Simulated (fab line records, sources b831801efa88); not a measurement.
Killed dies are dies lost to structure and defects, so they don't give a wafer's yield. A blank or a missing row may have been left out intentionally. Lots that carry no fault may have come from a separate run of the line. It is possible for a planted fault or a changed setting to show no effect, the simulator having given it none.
Which of the tools did it? :: flow sfqLine :: 14 lots with 42 wafers sampled at 5 steps, on a route of 325 steps

WHAT EACH GAUGE READ, for each wafer
SFQ_I6_BOW_MEAS_941.
lot: L461
measured: day 73 05:33
on: filmMetro-03
I6_BOW (um): 4 8 3

lot: L462
measured: day 73 10:19
on: filmMetro-04
I6_BOW (um): 5 10 6

lot: L464
measured: day 74 01:57
on: filmMetro-04
I6_BOW (um): -4 0 2

lot: L466
measured: day 74 21:07
on: filmMetro-01
I6_BOW (um): 4 -1 14

lot: L467
measured: day 75 13:56
on: filmMetro-03
I6_BOW (um): 14 16 13

lot: L468
measured: day 76 04:20
on: filmMetro-01
I6_BOW (um): 13 4 3

lot: L469
measured: day 76 06:37
on: filmMetro-03
I6_BOW (um): -9 -2 -3

lot: L470
measured: day 76 09:33
on: filmMetro-03
I6_BOW (um): 4 9 -2

lot: L471
measured: day 76 12:34
on: filmMetro-03
I6_BOW (um): 18 29 22

lot: L473
measured: day 80 22:46
on: filmMetro-03
I6_BOW (um): -10 -11 -23

lot: L476
measured: day 81 20:22
on: filmMetro-04
I6_BOW (um): 4 -8 -4

lot: L482
measured: day 83 23:11
on: filmMetro-03
I6_BOW (um): 0 20 0

lot: L483
measured: day 84 12:38
on: filmMetro-01
I6_BOW (um): -5 1 -4

lot: L484
measured: day 84 20:16
on: filmMetro-03
I6_BOW (um): -7 -13 3

WHICH TOOL RAN EACH LOT (tool, then ch and the chambers of the sampled wafers, then the start)
lot: L461
SFQ_TRILAYER_M3_BARC_OPEN_METAL_ETCH_100: rieMetal-04 ch 0,1, day 43 16:58
SFQ_TRILAYER_I4_CMP_CMP_100: cmp-02 ch 0,1,3, day 44 12:50
SFQ_TRILAYER_I4_METRO_MEASURE_101: filmMetro-02, day 44 14:57
SFQ_TRILAYER_I4_VIA_ETCH_VIA_ETCH_106: rieDiel-03 ch 1,2, day 50 01:11

lot: L462
SFQ_TRILAYER_M3_BARC_OPEN_METAL_ETCH_100: rieMetal-01 ch 0,1, day 43 20:41
SFQ_TRILAYER_I4_CMP_CMP_100: cmp-02 ch 1,2,3, day 44 16:20
SFQ_TRILAYER_I4_METRO_MEASURE_101: filmMetro-02, day 44 17:57
SFQ_TRILAYER_I4_VIA_ETCH_VIA_ETCH_106: rieDiel-04 ch 0,2,3, day 50 02:23

lot: L464
SFQ_TRILAYER_M3_BARC_OPEN_METAL_ETCH_100: rieMetal-04 ch 0,1, day 44 21:31
SFQ_TRILAYER_I4_CMP_CMP_100: cmp-02 ch 1,3, day 51 14:03
SFQ_TRILAYER_I4_METRO_MEASURE_101: filmMetro-03, day 51 16:40
SFQ_TRILAYER_I4_VIA_ETCH_VIA_ETCH_106: rieDiel-03 ch 0,1,3, day 51 20:12

lot: L466
SFQ_TRILAYER_M3_BARC_OPEN_METAL_ETCH_100: rieMetal-01 ch 0,1, day 45 15:36
SFQ_TRILAYER_I4_CMP_CMP_100: cmp-01 ch 0,1,3, day 52 08:08
SFQ_TRILAYER_I4_METRO_MEASURE_101: filmMetro-03, day 52 10:45
SFQ_TRILAYER_I4_VIA_ETCH_VIA_ETCH_106: rieDiel-01 ch 0,1,3, day 52 14:17

lot: L467
SFQ_TRILAYER_M3_BARC_OPEN_METAL_ETCH_100: rieMetal-02 ch 0,1, day 46 03:26
SFQ_TRILAYER_I4_CMP_CMP_100: cmp-02 ch 2,3, day 52 13:50
SFQ_TRILAYER_I4_METRO_MEASURE_101: filmMetro-04, day 52 17:21
SFQ_TRILAYER_I4_VIA_ETCH_VIA_ETCH_106: rieDiel-01 ch 0,1,3, day 53 19:38

lot: L468
SFQ_TRILAYER_M3_BARC_OPEN_METAL_ETCH_100: rieMetal-02 ch 0,1, day 46 15:25
SFQ_TRILAYER_I4_CMP_CMP_100: cmp-01 ch 1,2, day 58 15:38
SFQ_TRILAYER_I4_METRO_MEASURE_101: filmMetro-04, day 58 18:16
SFQ_TRILAYER_I4_VIA_ETCH_VIA_ETCH_106: rieDiel-03 ch 2,3, day 59 05:02

lot: L469
SFQ_TRILAYER_M3_BARC_OPEN_METAL_ETCH_100: rieMetal-04 ch 1, day 46 21:30
SFQ_TRILAYER_I4_CMP_CMP_100: cmp-01 ch 1,2,3, day 58 19:08
SFQ_TRILAYER_I4_METRO_MEASURE_101: filmMetro-02, day 58 21:52
SFQ_TRILAYER_I4_VIA_ETCH_VIA_ETCH_106: rieDiel-04 ch 0,2,3, day 59 09:29

lot: L470
SFQ_TRILAYER_M3_BARC_OPEN_METAL_ETCH_100: rieMetal-04 ch 0,1, day 47 05:49
SFQ_TRILAYER_I4_CMP_CMP_100: cmp-01 ch 1,2, day 59 00:38
SFQ_TRILAYER_I4_METRO_MEASURE_101: filmMetro-02, day 59 03:16
SFQ_TRILAYER_I4_VIA_ETCH_VIA_ETCH_106: rieDiel-01 ch 0,2, day 59 11:53

lot: L471
SFQ_TRILAYER_M3_BARC_OPEN_METAL_ETCH_100: rieMetal-01 ch 0,1, day 47 08:24
SFQ_TRILAYER_I4_CMP_CMP_100: cmp-01 ch 0,1, day 59 09:08
SFQ_TRILAYER_I4_METRO_MEASURE_101: filmMetro-02, day 59 12:28
SFQ_TRILAYER_I4_VIA_ETCH_VIA_ETCH_106: rieDiel-01 ch 0,3, day 59 17:53

lot: L473
SFQ_TRILAYER_M3_BARC_OPEN_METAL_ETCH_100: rieMetal-04 ch 0,1, day 48 02:16
SFQ_TRILAYER_I4_CMP_CMP_100: cmp-02 ch 0,1,2, day 60 00:52
SFQ_TRILAYER_I4_METRO_MEASURE_101: filmMetro-02, day 60 02:59
SFQ_TRILAYER_I4_VIA_ETCH_VIA_ETCH_106: rieDiel-04 ch 0,1, day 60 07:17

lot: L476
SFQ_TRILAYER_M3_BARC_OPEN_METAL_ETCH_100: rieMetal-01 ch 0,1, day 54 06:58
SFQ_TRILAYER_I4_CMP_CMP_100: cmp-01 ch 0,2,3, day 60 19:22
SFQ_TRILAYER_I4_METRO_MEASURE_101: filmMetro-03, day 60 22:29
SFQ_TRILAYER_I4_VIA_ETCH_VIA_ETCH_106: rieDiel-04 ch 0,2, day 65 23:37

lot: L482
SFQ_TRILAYER_M3_BARC_OPEN_METAL_ETCH_100: rieMetal-02 ch 1, day 57 09:46
SFQ_TRILAYER_I4_CMP_CMP_100: cmp-01 ch 1,2, day 63 20:02
SFQ_TRILAYER_I4_METRO_MEASURE_101: filmMetro-02, day 63 23:21
SFQ_TRILAYER_I4_VIA_ETCH_VIA_ETCH_106: rieDiel-04 ch 0,1,3, day 69 11:43

lot: L483
SFQ_TRILAYER_M3_BARC_OPEN_METAL_ETCH_100: rieMetal-04 ch 0,1, day 57 18:17
SFQ_TRILAYER_I4_CMP_CMP_100: cmp-02 ch 2,3, day 64 02:30
SFQ_TRILAYER_I4_METRO_MEASURE_101: filmMetro-04, day 64 05:43
SFQ_TRILAYER_I4_VIA_ETCH_VIA_ETCH_106: rieDiel-04 ch 1,2, day 69 15:19

lot: L484
SFQ_TRILAYER_M3_BARC_OPEN_METAL_ETCH_100: rieMetal-01 ch 0,1, day 58 02:40
SFQ_TRILAYER_I4_CMP_CMP_100: cmp-02 ch 2,3, day 64 08:00
SFQ_TRILAYER_I4_METRO_MEASURE_101: filmMetro-04, day 64 11:19
SFQ_TRILAYER_I4_VIA_ETCH_VIA_ETCH_106: rieDiel-03 ch 0,1,2, day 69 21:42
- SFQ_TRILAYER_M3_BARC_OPEN_METAL_ETCH_100: etches BARC in O2, target depth 125 nm, time 41.7 s.
- SFQ_TRILAYER_I4_CMP_CMP_100: polishes SiO2.
- SFQ_TRILAYER_I4_METRO_MEASURE_101
- SFQ_TRILAYER_I4_VIA_ETCH_VIA_ETCH_106: etches SiO2 in CHF3, stops on Nb, target depth 260 nm.

AS READ BY THE TOOLS THEMSELVES (means over the sampled wafers that have a number; for cases with no such wafer, the mark the record gives instead)
SFQ_TRILAYER_M3_BARC_OPEN_METAL_ETCH_100.
lot: L461
tool: rieMetal-04
drypumpMotorCurrentA (A): 5.9
oesProductAu (a.u.): 0.686

lot: L462
tool: rieMetal-01
drypumpMotorCurrentA (A): 5.7
oesProductAu (a.u.): 0.683

lot: L464
tool: rieMetal-04
drypumpMotorCurrentA (A): 5.9
oesProductAu (a.u.): 0.685

lot: L466
tool: rieMetal-01
drypumpMotorCurrentA (A): 5.7
oesProductAu (a.u.): 0.687

lot: L467
tool: rieMetal-02
drypumpMotorCurrentA (A): 5.8
oesProductAu (a.u.): 0.684

lot: L468
tool: rieMetal-02
drypumpMotorCurrentA (A): 5.7
oesProductAu (a.u.): 0.683

lot: L469
tool: rieMetal-04
drypumpMotorCurrentA (A): 6.3
oesProductAu (a.u.): 0.683

lot: L470
tool: rieMetal-04
drypumpMotorCurrentA (A): 5.9
oesProductAu (a.u.): 0.677

lot: L471
tool: rieMetal-01
drypumpMotorCurrentA (A): 5.7
oesProductAu (a.u.): 0.688

lot: L473
tool: rieMetal-04
drypumpMotorCurrentA (A): 6.2
oesProductAu (a.u.): 0.686

lot: L476
tool: rieMetal-01
drypumpMotorCurrentA (A): 5.7
oesProductAu (a.u.): 0.692

lot: L482
tool: rieMetal-02
drypumpMotorCurrentA (A): 6.0
oesProductAu (a.u.): 0.679

lot: L483
tool: rieMetal-04
drypumpMotorCurrentA (A): 5.9
oesProductAu (a.u.): 0.683

lot: L484
tool: rieMetal-01
drypumpMotorCurrentA (A): 5.8
oesProductAu (a.u.): 0.689

SFQ_TRILAYER_I4_CMP_CMP_100.
lot: L461
tool: cmp-02
headPressurePsi (psi): 3.000
motorCurrentA (A): 9.9
timeToEndpointS (s): 211

lot: L462
tool: cmp-02
headPressurePsi (psi): 3.000
motorCurrentA (A): 10.8
timeToEndpointS (s): 210

lot: L464
tool: cmp-02
headPressurePsi (psi): 2.997
motorCurrentA (A): 11.0
timeToEndpointS (s): 217

lot: L466
tool: cmp-01
headPressurePsi (psi): 3.002
motorCurrentA (A): 9.7
timeToEndpointS (s): 227

lot: L467
tool: cmp-02
headPressurePsi (psi): 3.000
motorCurrentA (A): 10.2
timeToEndpointS (s): 209

lot: L468
tool: cmp-01
headPressurePsi (psi): 3.000
motorCurrentA (A): 10.4
timeToEndpointS (s): 219

lot: L469
tool: cmp-01
headPressurePsi (psi): 3.006
motorCurrentA (A): 10.0
timeToEndpointS (s): 222

lot: L470
tool: cmp-01
headPressurePsi (psi): 2.997
motorCurrentA (A): 9.9
timeToEndpointS (s): 220

lot: L471
tool: cmp-01
headPressurePsi (psi): 2.995
motorCurrentA (A): 9.8
timeToEndpointS (s): 280

lot: L473
tool: cmp-02
headPressurePsi (psi): 2.998
motorCurrentA (A): 10.3
timeToEndpointS (s): 217

lot: L476
tool: cmp-01
headPressurePsi (psi): 3.000
motorCurrentA (A): 10.0
timeToEndpointS (s): 284

lot: L482
tool: cmp-01
headPressurePsi (psi): 3.006
motorCurrentA (A): 9.9
timeToEndpointS (s): 222

lot: L483
tool: cmp-02
headPressurePsi (psi): 3.000
motorCurrentA (A): 10.1
timeToEndpointS (s): 220

lot: L484
tool: cmp-02
headPressurePsi (psi): 2.991
motorCurrentA (A): 10.5
timeToEndpointS (s): 218

SFQ_TRILAYER_I4_METRO_MEASURE_101.
lot: L461
tool: filmMetro-02
thkNm (nm): 199.9

lot: L462
tool: filmMetro-02
thkNm (nm): 199.9

lot: L464
tool: filmMetro-03
thkNm (nm): 199.4

lot: L466
tool: filmMetro-03
thkNm (nm): 201.9

lot: L467
tool: filmMetro-04
thkNm (nm): 201.1

lot: L468
tool: filmMetro-04
thkNm (nm): 199.5

lot: L469
tool: filmMetro-02
thkNm (nm): 199.7

lot: L470
tool: filmMetro-02
thkNm (nm): 199.7

lot: L471
tool: filmMetro-02
thkNm (nm): 306.5

lot: L473
tool: filmMetro-02
thkNm (nm): 199.4

lot: L476
tool: filmMetro-03
thkNm (nm): 308.0

lot: L482
tool: filmMetro-02
thkNm (nm): 200.0

lot: L483
tool: filmMetro-04
thkNm (nm): 200.0

lot: L484
tool: filmMetro-04
thkNm (nm): 199.6

SFQ_TRILAYER_I4_VIA_ETCH_VIA_ETCH_106.
lot: L461
tool: rieDiel-03
drypumpMotorCurrentA (A): 6.2
oesProductAu (a.u.): 0.851

lot: L462
tool: rieDiel-04
drypumpMotorCurrentA (A): 5.9
oesProductAu (a.u.): 0.857

lot: L464
tool: rieDiel-03
drypumpMotorCurrentA (A): 6.0
oesProductAu (a.u.): 0.858

lot: L466
tool: rieDiel-01
drypumpMotorCurrentA (A): 5.5
oesProductAu (a.u.): 0.860

lot: L467
tool: rieDiel-01
drypumpMotorCurrentA (A): 5.6
oesProductAu (a.u.): 0.859

lot: L468
tool: rieDiel-03
drypumpMotorCurrentA (A): 6.3
oesProductAu (a.u.): 0.851

lot: L469
tool: rieDiel-04
drypumpMotorCurrentA (A): 5.9
oesProductAu (a.u.): 0.853

lot: L470
tool: rieDiel-01
drypumpMotorCurrentA (A): 5.7
oesProductAu (a.u.): 0.856

lot: L471
tool: rieDiel-01
drypumpMotorCurrentA (A): 5.3
oesProductAu (a.u.): 0.992

lot: L473
tool: rieDiel-04
drypumpMotorCurrentA (A): 5.5
oesProductAu (a.u.): 0.852

lot: L476
tool: rieDiel-04
drypumpMotorCurrentA (A): 6.0
oesProductAu (a.u.): 0.991

lot: L482
tool: rieDiel-04
drypumpMotorCurrentA (A): 5.6
oesProductAu (a.u.): 0.853

lot: L483
tool: rieDiel-04
drypumpMotorCurrentA (A): 5.9
oesProductAu (a.u.): 0.851

lot: L484
tool: rieDiel-03
drypumpMotorCurrentA (A): 6.1
oesProductAu (a.u.): 0.859

THE ANSWER, worked out from the rows above alone
Rule: what is usual is taken from the lots themselves. The widest of any qualifying gaps counts: lots, ordered by their means at a reading, are off when they make up no more than a third of the lots, leave a main group of 4 or more, and stand apart from it by 3 or more times the standard deviation of that group's means. Not used: any main group whose means are identical at the precision the tables above print for the reading. Also off: a lot with no number at a reading for which 4 or more lots have one. Any other lot the step has rows for is counted as sound. After the gauges, taken in route order, come the tools' own readings; for these a lot's mean is taken, as printed above. The first step at which some lot is off is used, and at that step the reading that is off furthest; a lot without a number counts as furthest.
Off at SFQ_TRILAYER_I4_CMP_CMP_100 (timeToEndpointS): L471, L476. For the main group the mean is 218 s and the standard deviation 5.1.
A tool fits if, at that step or a process step before it, it ran every lot that is off, and no sound lot after the first of them. No candidate that was tried fits.

WHAT WAS PUT IN BY THE SIMULATOR
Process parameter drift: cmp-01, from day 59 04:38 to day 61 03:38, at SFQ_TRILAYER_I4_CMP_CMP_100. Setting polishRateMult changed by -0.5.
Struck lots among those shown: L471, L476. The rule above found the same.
